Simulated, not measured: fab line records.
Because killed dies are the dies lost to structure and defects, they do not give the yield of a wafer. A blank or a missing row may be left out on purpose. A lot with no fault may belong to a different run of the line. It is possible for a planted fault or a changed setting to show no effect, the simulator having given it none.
The tool behind it: which one? -- flow sky130 -- 36 wafers from 12 lots sampled at 5 of the route's 708 steps

== WHAT THE GAUGES READ, wafer by wafer ==
SKY_SONOS_ONO_THK_MEAS_03. Usual: for SONOS_ONO_CVD_02_THK the level is 10.53 nm and the standard deviation is 0.14.
lot,measured,on,SONOS_ONO_CVD_02_THK (nm),flag
L546,day 12 21:37,filmMetro-01,10.59 10.62 10.57,
L549,day 13 08:11,filmMetro-04,10.62 10.63 10.53,
L550,day 13 22:12,filmMetro-01,10.43 10.55 10.46,
L553,day 14 18:50,filmMetro-03,10.48 10.55 10.40,
L555,day 15 12:23,filmMetro-01,10.52 10.32 10.35,
L556,day 15 21:27,filmMetro-03,10.31 10.30 10.32,
L559,day 17 08:34,filmMetro-03,10.28 10.42 10.34,
L561,day 17 20:49,filmMetro-04,10.63 10.77 10.74,
L562,day 18 05:31,filmMetro-04,10.43 10.45 10.56,
L564,day 18 18:08,filmMetro-03,10.57 10.61 10.47,
L565,day 19 00:19,filmMetro-04,10.62 10.54 10.68,
L566,day 19 00:19,filmMetro-01,10.47 10.46 10.60,

SKY_GATE_OXIDE_TW_MEAS_14. Usual: for GATE_OXIDE_TW the level is 223 and the standard deviation is 3.3.
lot,measured,on,GATE_OXIDE_TW,flag
L546,day 15 08:17,filmMetro-02,228 227 228,
L549,day 15 17:02,filmMetro-02,228 227 227,
L550,day 16 07:48,filmMetro-03,219 222 219,
L553,day 17 05:56,filmMetro-02,226 226 226,
L555,day 18 00:23,filmMetro-01,221 221 223,
L556,day 18 16:21,filmMetro-02,226 223 225,
L559,day 20 00:18,filmMetro-03,243 243 242 243 242 243,OFF
L561,day 20 11:59,filmMetro-03,244 244 242 243 242 244,OFF
L562,day 20 20:26,filmMetro-01,247 246 247 247 247 248,OFF
L564,day 23 08:44,filmMetro-01,221 221 220,
L565,day 23 06:28,filmMetro-02,225 226 227,
L566,day 23 07:31,filmMetro-01,221 221 221,

SKY_POLY_GATE_THK_MEAS_04. Usual: for POLY_GATE_CVD_03_THK the level is 75.4 nm and the standard deviation is 0.64.
lot,measured,on,POLY_GATE_CVD_03_THK (nm),flag
L546,day 16 17:40,filmMetro-04,75.4 75.3 74.9,
L549,day 17 03:32,filmMetro-04,75.2 74.9 75.2,
L550,day 17 22:11,filmMetro-03,75.5 75.9 75.8,
L553,day 18 23:16,filmMetro-02,75.3 75.4 75.4,
L555,day 19 18:20,filmMetro-04,75.0 74.5 74.2,
L556,day 20 04:13,filmMetro-04,74.9 74.5 75.4,
L559,day 21 11:35,filmMetro-03,75.2 75.4 75.4,
L561,day 21 23:11,filmMetro-02,76.9 76.3 77.0,
L562,day 22 08:10,filmMetro-03,75.6 75.1 75.4,
L564,day 24 20:14,filmMetro-04,76.0 76.3 76.1,
L565,day 24 17:41,filmMetro-03,74.5 74.7 74.8,
L566,day 24 17:41,filmMetro-04,75.0 74.5 74.6,

== WHAT TOOL EACH LOT RAN ON (gives the tool, then ch and the chambers of the sampled wafers, and finally the start) ==
lot,SKY_VT_ADJUST_PCH_STRIP_09,SKY_GATE_OXIDE_IMPLANT_11
L546,"plasmaAsher-03 ch 0,1, day 11 15:17","implanter-02 ch 0, day 15 07:57"
L549,"plasmaAsher-03 ch 0,1, day 12 04:30","implanter-02 ch 0, day 15 16:40"
L550,"plasmaAsher-01 ch 0,1, day 12 17:49","implanter-03 ch 0, day 16 07:28"
L553,"plasmaAsher-01 ch 0,1, day 13 13:54","implanter-01 ch 0, day 17 05:36"
L555,"plasmaAsher-01 ch 0,1, day 14 06:39","implanter-01 ch 0, day 18 00:01"
L556,"plasmaAsher-03 ch 0,1, day 14 13:04","implanter-03 ch 0, day 18 16:01"
L559,"plasmaAsher-03 ch 0,1, day 15 15:56","implanter-03 ch 0, day 19 23:52"
L561,"plasmaAsher-03 ch 0,1, day 16 03:46","implanter-03 ch 0, day 20 11:39"
L562,"plasmaAsher-02 ch 0,1, day 16 14:10","implanter-03 ch 0, day 20 20:07"
L564,"plasmaAsher-03 ch 0,1, day 17 09:15","implanter-02 ch 0, day 23 08:24"
L565,"plasmaAsher-03 ch 0,1, day 17 14:37","implanter-02 ch 0, day 23 06:07"
L566,"plasmaAsher-02 ch 0,1, day 17 16:25","implanter-02 ch 0, day 23 07:10"
- SKY_VT_ADJUST_PCH_STRIP_09: strips in O2/N2.
- SKY_GATE_OXIDE_IMPLANT_11

== AS READ BY THE TOOLS THEMSELVES (means over the sampled wafers that have a number; for cases with no such wafer, the mark the record gives instead) ==
SKY_VT_ADJUST_PCH_STRIP_09. Usual: drypumpMotorCurrentA 6.0 A, standard deviation 0.46; oesProductAu 0.723 a.u., standard deviation 0.0044; stripTimeToEndpointS 36.94 s, standard deviation 0.09.
lot,tool,drypumpMotorCurrentA (A),oesProductAu (a.u.),stripTimeToEndpointS (s),flag
L546,plasmaAsher-03,5.8,0.724,36.92,
L549,plasmaAsher-03,5.9,0.722,36.99,
L550,plasmaAsher-01,5.9,0.722,37.09,
L553,plasmaAsher-01,5.9,0.725,37.04,
L555,plasmaAsher-01,5.9,0.723,36.87,
L556,plasmaAsher-03,6.2,0.723,36.86,
L559,plasmaAsher-03,6.2,0.719,36.96,
L561,plasmaAsher-03,6.2,0.721,36.87,
L562,plasmaAsher-02,6.0,0.724,37.00,
L564,plasmaAsher-03,5.8,0.722,36.92,
L565,plasmaAsher-03,5.8,0.721,36.89,
L566,plasmaAsher-02,6.0,0.722,37.02,

SKY_GATE_OXIDE_IMPLANT_11. Usual: beamEnergyKeV 10.001, standard deviation 0.0031; doseIonsCm2 2.6e+12, standard deviation 3.1e+09; faradayCurrentUA 14.64, standard deviation 0.29.
lot,tool,beamEnergyKeV,doseIonsCm2,faradayCurrentUA,flag
L546,implanter-02,9.997,2.6e+12,14.55,
L549,implanter-02,10.000,2.6e+12,14.65,
L550,implanter-03,10.002,2.6e+12,14.82,
L553,implanter-01,10.002,2.6e+12,14.69,
L555,implanter-01,10.001,2.6e+12,14.44,
L556,implanter-03,9.998,2.6e+12,14.91,
L559,implanter-03,10.000,3.7e+12,21.09,OFF
L561,implanter-03,10.001,3.7e+12,20.84,OFF
L562,implanter-03,9.998,3.7e+12,20.92,OFF
L564,implanter-02,9.999,2.6e+12,14.89,
L565,implanter-02,10.000,2.6e+12,14.54,
L566,implanter-02,10.000,2.6e+12,14.34,

== THE ANSWER, worked out from the rows above alone ==
Rule: a lot counts as off when the mean over its wafers that have a number is more than 3 standard deviations away from the usual mean. A lot without any number at a reading at which 4 lots or more have one is off too. The other lots that the step has rows for count as sound. First the gauges in route order, then the tools' own readings, where a lot's mean is used as printed above. The first step at which some lot is off is used, and at that step the reading that is off furthest; a lot without a number counts as furthest.
Off: at SKY_GATE_OXIDE_TW_MEAS_14 (GATE_OXIDE_TW), L559, L561, L562.
A tool fits if, at a process step before that reading, it ran every lot that is off, and no sound lot after the first of them. The gauges at SKY_GATE_OXIDE_TW_MEAS_14 aren't tried: what is off there is off at SKY_GATE_OXIDE_IMPLANT_11 too, on other tools, and a gauge's error can't cause that. One fits: implanter-03 at SKY_GATE_OXIDE_IMPLANT_11. A fault onset in the window from L556 (day 18 16:01, its last sound lot) to L559 (day 19 23:52, its first lot off) fits.
The tool's own readings at SKY_GATE_OXIDE_IMPLANT_11 bear it out: on the lots that are off they differ by more than 5 times the standard deviation of the sound lots' means. doseIonsCm2 reads 3.7e+12 there against 2.6e+12 on the sound lots; faradayCurrentUA reads 20.95 there against 14.65 on the sound lots.

== WHAT HAD BEEN PUT IN BY THE SIMULATOR ==
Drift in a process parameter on implanter-03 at SKY_GATE_OXIDE_IMPLANT_11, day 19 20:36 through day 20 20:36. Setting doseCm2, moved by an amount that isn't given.
Lots struck among those shown: L559, L561, L562. This agrees with what the rule above found.
